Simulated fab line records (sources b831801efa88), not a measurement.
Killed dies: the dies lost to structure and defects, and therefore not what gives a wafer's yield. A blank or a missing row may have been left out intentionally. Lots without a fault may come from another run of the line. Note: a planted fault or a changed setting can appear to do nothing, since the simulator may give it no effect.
fab line records	flow sky130
record: lots: 6	wafers: 18	last-day: 50
route steps=708 shown FIELD_ISO@1
lots with no fault: from the same line, run without faults
start-h: start of the lot's first displayed wafer, in hours after the record's first day	wait-h: time in hours since the lot's previous step	" the same as in the row above	L1.1+2: one row covering several wafers at once	- either no value or no given start	* or withheld: withheld	< > ~ a bound
route shown NAME@n: a module of which the file shows steps, and the number in the route of the first	usual: mean/standard deviation of fault-free wafers	same: alike in all rows	chamber/n: place in a boat	sites: each site's reading	_std_site: standard deviation across them	_edge_site: outer sites' mean less inner sites'	radius-mm: how far each site lies from the wafer's centre	mask NAME#n: copy n	behind: the tool/chamber that last shaped the wafer	hold: what put the lot on hold/how long, in hours/how the hold closed	device: whichever transistor did not switch (one of n, p or np)	end of line: at the end of the route, the tests of the same wafers	step lacking rows: just its recipe	killed: count of dies lost to structure and defects at first sort (not the wafer's yield)	map: a wafer's dies, x killed, . not, _ none there
set.NAME: setting as actually run; set.NAME@STEP: the setting as run at that earlier step	model.NAME: the simulator's own value behind a step, which no gauge read
lots at some steps of the route; a table a step, a row a wafer
services: when a tool's chamber went out of use (start-h, in hours from the record's first day, below 0 if earlier), for how many hours, and the reason
== steps ==
step: SKY_FIELD_ISO_BOW_MEAS_00
recipe: mode: bow
usual: INCOMING_BOW: 0/7.1
lot.wafer	tool	chamber	start-h	wait-h	INCOMING_BOW[um]
L317.3	film-metro-01	-	35.04	-	-7
L317.4	"	-	"	"	-5
L317.5	"	-	"	"	0
L320.1	film-metro-01	-	50.00	-	2
L320.2	"	-	"	"	-4
L320.6	"	-	"	"	-22
L329.3	film-metro-03	-	95.04	-	5
L329.4	"	-	"	"	1
L329.5	"	-	"	"	7
L330.1	film-metro-02	-	100.00	-	3
L330.2	"	-	"	"	-7
L330.3	"	-	"	"	5
L332.2	film-metro-02	-	110.02	-	-5
L332.4	"	-	"	"	7
L332.5	"	-	"	"	-3
L333.2	film-metro-03	-	115.02	-	-2
L333.3	"	-	"	"	11
L333.4	"	-	"	"	-12
step: SKY_FIELD_ISO_OXIDATION_01
recipe: temp-c: 900	ambient: O2	stabilise-s: 600	purge-s: 300	target-thk-a: 120	ox-time-s: 1843
step: SKY_FIELD_ISO_THK_MEAS_02
recipe: reads: SiO2_of_FIELD_ISO_OXIDATION_01
usual: FIELD_ISO_OXIDATION_00_THK: 12.00/0.25
lot.wafer	tool	chamber	start-h	wait-h	FIELD_ISO_OXIDATION_00_THK[nm]
L317.3	film-metro-01	-	37.05	0.0	11.86
L317.4	"	-	"	"	11.87
L317.5	"	-	"	"	11.74
L320.1	film-metro-02	-	52.55	0.0	11.68
L320.2	"	-	"	"	11.66
L320.6	"	-	"	"	11.80
L329.3	film-metro-03	-	97.31	0.0	11.89
L329.4	"	-	"	"	12.08
L329.5	"	-	"	"	12.11
L330.1	film-metro-02	-	102.58	0.0	12.45
L330.2	"	-	"	"	12.46
L330.3	"	-	"	"	12.46
L332.2	film-metro-02	-	112.49	0.0	12.25
L332.4	"	-	"	"	12.07
L332.5	"	-	"	"	11.88
L333.2	film-metro-02	-	118.90	0.0	12.11
L333.3	"	-	"	"	12.21
L333.4	"	-	"	"	11.97
step: SKY_FIELD_ISO_CVD_03
recipe: material: Si3N4	precursor: DCS/NH3	target-thk-nm: 165	temp-c: 770	time-s: 2758	pressure-mtorr: 250
step: SKY_FIELD_ISO_THK_MEAS_04
recipe: reads: Si3N4_of_FIELD_ISO_CVD_03
usual: FIELD_ISO_CVD_03_THK: 160.6/1.5
lot.wafer	tool	chamber	start-h	wait-h	FIELD_ISO_CVD_03_THK[nm]
L317.3	film-metro-01	-	38.89	0.0	161.0
L317.4	"	-	"	"	161.5
L317.5	"	-	"	"	160.4
L320.1	film-metro-03	-	54.40	0.0	158.8
L320.2	"	-	"	"	157.4
L320.6	"	-	"	"	159.0
L329.3	film-metro-02	-	99.16	0.0	161.1
L329.4	"	-	"	"	158.9
L329.5	"	-	"	"	159.4
L330.1	film-metro-01	-	104.43	0.0	161.4
L330.2	"	-	"	"	162.3
L330.3	"	-	"	"	162.3
L332.2	film-metro-03	-	114.34	0.0	162.3
L332.4	"	-	"	"	162.4
L332.5	"	-	"	"	163.3
L333.2	film-metro-01	-	121.70	0.0	162.7
L333.3	"	-	"	"	164.4
L333.4	"	-	"	"	163.8
step: SKY_FIELD_ISO_DEHYDRATE_05
recipe: temp-c: 200	time-s: 60
step: SKY_FIELD_ISO_HMDS_06
recipe: prime-time-s: 60	prime-temp-c: 120
step: SKY_FIELD_ISO_COAT_07
recipe: resist: BARC	temp-c: withheld	time-s: withheld	spin-rpm: 3000	resist-thk-nm: 60
step: SKY_FIELD_ISO_COAT_08
recipe: resist: KrF-thick	spin-rpm: 3000	resist-thk-nm: 450
lot.wafer	tool	chamber	start-h	wait-h	model.KrF-thick_of_FIELD_ISO_COAT_08.thk-nm
L317.3	litho-track-04	0	46	-	453.3
L317.4	"	0	"	"	452.7
L317.5	"	0	"	"	454.1
L320.1	litho-track-03	0	62	-	449.9
L320.2	"	0	"	"	449.1
L320.6	"	0	"	"	449.8
L329.3	litho-track-03	0	107	-	450.7
L329.4	"	0	"	"	449.9
L329.5	"	0	"	"	451.1
L330.1	litho-track-01	0	112	-	452.8
L330.2	"	0	"	"	450.7
L330.3	"	0	"	"	451.2
L332.2	litho-track-03	0	123	-	436.9
L332.4	"	0	"	"	437.4
L332.5	"	0	"	"	437.1
L333.2	litho-track-03	0	131	-	437.3
L333.3	"	0	"	"	438.6
L333.4	"	0	"	"	438.4
step: SKY_FIELD_ISO_SOFTBAKE_09
recipe: temp-c: 100	time-s: 90	resist: KrF-thick
step: SKY_FIELD_ISO_EXPOSE_10
recipe: mask-id: FOM	na: 0.68	source-shape: annular	sigma-inner: 0.4	sigma-outer: 0.8	target-cd-nm: 150	dose-mj: 28
step: SKY_FIELD_ISO_PEB_11
recipe: peb-temp-c: withheld	peb-time-s: withheld	resist: KrF-thick
step: SKY_FIELD_ISO_DEVELOP_12
recipe: develop-time-s: 60	resist: KrF-thick	dev-temp-c: 21
step: SKY_FIELD_ISO_CD_MEAS_13
recipe: target-cd-nm: 150
usual: cd-nm: 150.2/1.6
lot.wafer	tool	chamber	start-h	wait-h	cd-nm
L317.3	cd-sem-01	-	54.77	-	150.3
L317.4	"	-	"	"	148.0
L317.5	"	-	"	"	148.9
L320.1	cd-sem-01	-	70.64	-	150.3
L320.2	"	-	"	"	150.5
L320.6	"	-	"	"	149.5
L329.3	cd-sem-01	-	116.63	-	152.5
L329.4	"	-	"	"	152.5
L329.5	"	-	"	"	152.7
L330.1	cd-sem-01	-	122.28	-	151.9
L330.2	"	-	"	"	152.7
L330.3	"	-	"	"	151.4
L332.2	cd-sem-02	-	132.55	-	147.3
L332.4	"	-	"	"	148.3
L332.5	"	-	"	"	149.1
L333.2	cd-sem-02	-	140.56	-	145.6
L333.3	"	-	"	"	148.1
L333.4	"	-	"	"	148.1
step: SKY_FIELD_ISO_ETCH_14
recipe: chemistry: N2/H2	target: BARC	ion-energy-ev: 200	source-w: 500	bias-w: 100	pressure-mtorr: 30	n2-flow-sccm: 100	h2-flow-sccm: 200	stop-on: SiO2	time-s: 45.9	target-depth-a: 600
usual: drypump-motor-current-A: 5.8/0.5	n2-flow-sccm: 99.99/0.27	oes-product-au: 0.855/0.0049	throttle-valve-pct: 13.223/0.0095
lot.wafer	tool	chamber	start-h	wait-h	drypump-motor-current-A	n2-flow-sccm	oes-product-au	rf-hours-counter-h	throttle-valve-pct
L317.3	rie-diel-02	0	54.85	0.1	5.6	99.74	0.860	6	13.222
L317.4	"	3	"	"	5.3	99.93	0.852	101	13.235
L317.5	"	3	"	"	5.3	100.10	0.854	-	13.224
L320.1	rie-diel-04	0	70.76	0.1	5.9	99.92	0.865	41	13.222
L320.2	"	1	"	"	5.5	99.74	0.854	13	13.221
L320.6	"	2	"	"	6.9	99.74	0.860	-	13.221
L329.3	rie-diel-02	2	116.71	0.1	5.3	99.87	0.854	120	13.229
L329.4	"	0	"	"	5.6	99.74	0.869	7	13.211
L329.5	"	0	"	"	5.6	99.81	0.851	-	13.226
L330.1	rie-diel-01	1	122.40	0.1	6.3	100.25	0.858	0	13.230
L330.2	"	2	"	"	6.2	100.06	0.849	102	13.205
L330.3	"	3	"	"	6.2	100.21	0.846	128	13.228
L332.2	rie-diel-02	0	132.65	0.1	5.6	100.34	0.848	7	13.223
L332.4	"	2	"	"	5.2	100.02	0.856	120	13.222
L332.5	"	0	"	"	5.6	100.17	0.857	-	13.228
L333.2	rie-diel-02	1	140.66	0.1	5.0	100.02	0.858	17	13.209
L333.3	"	3	"	"	5.3	99.59	0.854	103	13.232
L333.4	"	2	"	"	5.2	100.14	0.862	121	13.209
step: SKY_FIELD_ISO_ETCH_15
recipe: chemistry: CHF3/O2	target-depth-nm: 180	stop-on: Si	source-w: 600	bias-w: 200	pressure-mtorr: 40	chf3-flow-sccm: 50	O2_flow_sccm: 5	time-s: 72
usual: drypump-motor-current-A: 5.8/0.51	oes-product-au: 0.931/0.007	throttle-valve-pct: 8.840/0.0086
lot.wafer	tool	chamber	start-h	wait-h	drypump-motor-current-A	oes-product-au	rf-hours-counter-h	throttle-valve-pct	model.KrF-thick_of_FIELD_ISO_COAT_08.thk-nm
L317.3	rie-diel-02	0	54.89	0.0	5.6	0.927	6	8.860	240.1
L317.4	"	3	"	"	5.3	0.941	101	8.845	235.6
L317.5	"	3	"	"	5.3	0.921	-	8.850	238.7
L320.1	rie-diel-04	0	70.80	0.0	5.9	0.929	41	8.843	239.1
L320.2	"	1	"	"	5.5	0.926	13	8.829	234.8
L320.6	"	2	"	"	6.8	0.928	-	8.839	235.6
L329.3	rie-diel-02	2	116.75	0.0	5.2	0.927	120	8.844	240.9
L329.4	"	0	"	"	5.6	0.926	7	8.833	238.2
L329.5	"	0	"	"	5.6	0.921	-	8.830	238
L330.1	rie-diel-01	1	122.44	0.0	6.3	0.934	0	8.829	240.9
L330.2	"	2	"	"	6.2	0.935	102	8.839	237.3
L330.3	"	3	"	"	6.1	0.941	128	8.850	232.7
L332.2	rie-diel-02	0	132.69	0.0	5.6	0.936	7	8.842	225.9
L332.4	"	2	"	"	5.2	0.943	120	8.839	228.4
L332.5	"	0	"	"	5.6	0.945	-	8.837	227.2
L333.2	rie-diel-02	1	140.70	0.0	4.9	0.945	17	8.852	223.4
L333.3	"	3	"	"	5.3	0.939	103	8.864	222.3
L333.4	"	2	"	"	5.2	0.943	121	8.844	225.7
step: SKY_FIELD_ISO_STRIP_16
recipe: chemistry: O2/N2	power-w: 1400	pressure-mtorr: 1500	platen-temp-c: withheld	o2-flow-sccm: 3000	n2-flow-sccm: 300	overash-fraction: 0.5
usual: drypump-motor-current-A: 5.9/0.47	n2-flow-sccm: 299.9/0.91	oes-product-au: 0.378/0.0048	strip-time-to-endpoint-s: 3.55/0.03
lot.wafer	tool	chamber	start-h	wait-h	drypump-motor-current-A	n2-flow-sccm	oes-product-au	rf-hours-counter-h	strip-time-to-endpoint-s
L317.3	plasma-asher-01	1	54.98	0.1	5.9	301.5	0.380	-	3.59
L317.4	"	0	"	"	5.4	299.1	0.377	-	3.54
L317.5	"	0	"	"	5.4	299.3	0.379	-	3.59
L320.1	plasma-asher-02	1	70.86	0.0	6.2	301.2	0.375	39	3.57
L320.2	"	0	"	"	5.0	299.6	0.380	39	3.52
L320.6	"	0	"	"	5.0	300.7	0.385	-	3.54
L329.3	plasma-asher-03	0	116.84	0.1	6.5	299.7	0.378	-	3.60
L329.4	"	1	"	"	5.9	299.9	0.378	-	3.57
L329.5	"	1	"	"	6.0	301.2	0.375	-	3.57
L330.1	plasma-asher-02	0	122.50	0.0	5.0	299.3	0.380	1	3.60
L330.2	"	1	"	"	6.2	302.6	0.379	1	3.56
L330.3	"	0	"	"	4.9	300.2	0.375	-	3.51
L332.2	plasma-asher-03	1	132.75	0.0	5.9	300.5	0.369	32	3.44
L332.4	"	0	"	"	6.5	299.6	0.374	-	3.45
L332.5	"	1	"	"	6.0	299.8	0.372	-	3.43
L333.2	plasma-asher-01	1	140.76	0.0	5.9	299.3	0.373	44	3.42
L333.3	"	1	"	"	5.9	299.5	0.375	-	3.40
L333.4	"	0	"	"	5.4	299.9	0.373	-	3.44
step: SKY_FIELD_ISO_ETCH_17
recipe: target-depth-a: 3420	mask-material: Si3N4	chemistry: HBr/Cl2/O2	target: Si	taper-deg: 5	icp-w: 600	bias-w: 150	pressure-mtorr: 15	HBr_flow_sccm: 150	Cl2_flow_sccm: 40	O2_flow_sccm: 6	time-s: 97.7
usual: drypump-motor-current-A: 5.7/0.45	he-backside-leak-sccm: 2.71/0.27	oes-product-au: 1.002/0.0086	throttle-valve-pct: 25.655/0.01
lot.wafer	tool	chamber	start-h	wait-h	drypump-motor-current-A	he-backside-leak-sccm	oes-product-au	rf-hours-counter-h	throttle-valve-pct
L317.3	rie-si-01	2	55.05	0.0	5.1	2.69	1.004	139	25.663
L317.4	"	1	"	"	5.8	2.67	1.012	103	25.655
L317.5	"	3	"	"	5.3	2.57	1.005	-	25.659
L320.1	rie-si-01	3	70.96	0.1	5.3	2.68	0.996	0	25.666
L320.2	"	0	"	"	6.5	2.50	1.003	45	25.653
L320.6	"	3	"	"	5.3	2.66	1.000	-	25.663
L329.3	rie-si-01	0	116.91	0.0	6.5	2.42	0.997	45	25.661
L329.4	"	1	"	"	5.9	2.78	1.006	104	25.668
L329.5	"	2	"	"	5.1	2.69	0.992	-	25.631
L330.1	rie-si-02	0	122.60	0.1	5.3	2.83	1.011	69	25.644
L330.2	"	1	"	"	6.0	2.94	1.012	22	25.638
L330.3	"	3	"	"	5.7	2.83	1.014	73	25.640
L332.2	rie-si-01	0	132.85	0.1	6.5	2.54	0.989	45	25.657
L332.4	"	1	"	"	5.8	2.61	0.994	-	25.660
L332.5	"	3	"	"	5.3	2.63	0.999	-	25.649
L333.2	rie-si-02	3	140.86	0.1	5.7	2.73	1.008	73	25.663
L333.3	"	0	"	"	5.3	3.02	1.011	69	25.661
L333.4	"	1	"	"	6.0	2.90	1.011	22	25.647
== services ==
tool	chamber	start-h	hours	kind
rie-diel-01	1	37.78	13.6	repair
rie-diel-04	0	50.14	12.4	repair
rie-diel-04	-	51.22	1.0	repair
plasma-asher-02	-	66.84	0.5	repair
plasma-asher-01	-	89.21	33.5	repair
rie-si-01	2	93.88	19.4	repair
rie-diel-01	1	95.38	-	clean
rie-diel-01	1	95.38	15.1	scheduled-down
rie-diel-01	1	95.38	15.1	vent-cycle
plasma-asher-02	-	108.75	9.0	pm
plasma-asher-02	0	108.75	9.0	vent-cycle
plasma-asher-02	1	108.75	9.0	vent-cycle
rie-si-02	2	111.75	-	clean
rie-si-02	2	111.75	16.5	scheduled-down
rie-si-02	2	111.75	16.5	vent-cycle
plasma-asher-02	0	117.75	-	clean
plasma-asher-02	1	117.75	-	clean
rie-si-01	-	121.55	0.8	repair
rie-si-02	-	123.79	0.1	repair
rie-si-02	0	124.29	13.2	repair
rie-si-01	2	126.94	-	clean
rie-si-01	2	126.94	13.2	scheduled-down
rie-si-01	2	126.94	13.2	vent-cycle
== key ==
first-sign: step: SKY_FIELD_ISO_STRIP_16	reading: strip-time-to-endpoint-s	direction: down	sigmas: 4.1	usual: *	struck: *
effect none on later readings
model-effect: step: SKY_FIELD_ISO_COAT_08	value: KrF-thick_of_FIELD_ISO_COAT_08.thk-nm	without: 450.4	struck: 437.6
model-effect: step: SKY_FIELD_ISO_ETCH_15	value: KrF-thick_of_FIELD_ISO_COAT_08.thk-nm	without: 238.3	struck: 225.5
met-at SKY_FIELD_ISO_COAT_08
struck-wafers L332.2,L332.4,L332.5,L333.2,L333.3,L333.4
tester-left-out L332,L333
onset-between 107 123
also-fits time
fault: kind: process-parameter-drift	tool: litho-track-03	chamber: -	onset-h: 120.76	steps: SKY_FIELD_ISO_COAT_08	channel: resist-thk-nm	offset: -12.789	shape: step	end-h: 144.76	acts-in: these-recipes-only	stated: 450
tester-left-out: of these lots the tester's yield and bins aren't shown, on N5 and GAA mostly nor the transistor test; their killed dies are dies lost to structure and defects alone, not to doping, threshold or leakage, so they don't give the yield
